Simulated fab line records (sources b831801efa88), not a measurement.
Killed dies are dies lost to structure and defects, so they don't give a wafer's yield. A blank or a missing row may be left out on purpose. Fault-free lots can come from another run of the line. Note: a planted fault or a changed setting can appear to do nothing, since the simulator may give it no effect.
Matching of chambers -- flow gf180mcu -- cmp-01 running GF_V2_CMP_04: 4 sister chambers
The step polishes SiO2. 7 wafers are shown with their chamber, then 7 later ones without.

== WAFERS, EACH WITH ITS CHAMBER ==
wafer,chamber,motor current A (A),time to endpoint s (s)
L589.6,0,13.7,74
L594.1,1,9.6,70
L595.1,3,12.4,65
L595.2,1,9.8,66
L595.6,2,14.0,76
L606.1,3,12.3,75
L606.4,2,13.8,79

== WAFERS WITH NO CHAMBER GIVEN ==
wafer,motor current A (A),time to endpoint s (s)
L606.6,9.8,79
L610.2,13.6,72
L610.3,10.2,83
L610.4,12.0,82
L611.1,13.8,74
L611.2,9.6,68
L611.6,12.1,68

== THE CHAMBER EACH PASSED THROUGH ==
wafer,from the rows above,in truth
L606.6,1,1
L610.2,can't be placed: 0 or 2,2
L610.3,1,1
L610.4,3,3
L611.1,can't be placed: 0 or 2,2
L611.2,1,1
L611.6,3,3
Correct placement for 5 of the 7. Unplaceable from these rows: 2, with the true chamber sitting among the candidates in 2. Number placed wrongly: 0.
How it was worked out, from the rows above alone: a wafer's distance from a chamber is the root of the sum, over the readings, of the square of ((its reading less the chamber's mean) divided by the reading's scatter). The wafer belongs to the nearest chamber; if the next one is less than 2 further off, it can't be placed. For every chamber, the mean is computed from those of its wafers that are shown. How the scatter is found: for the shown wafers, subtract from each reading the mean of its chamber, square and add these, divide the total by (wafers less chambers), then take the root.
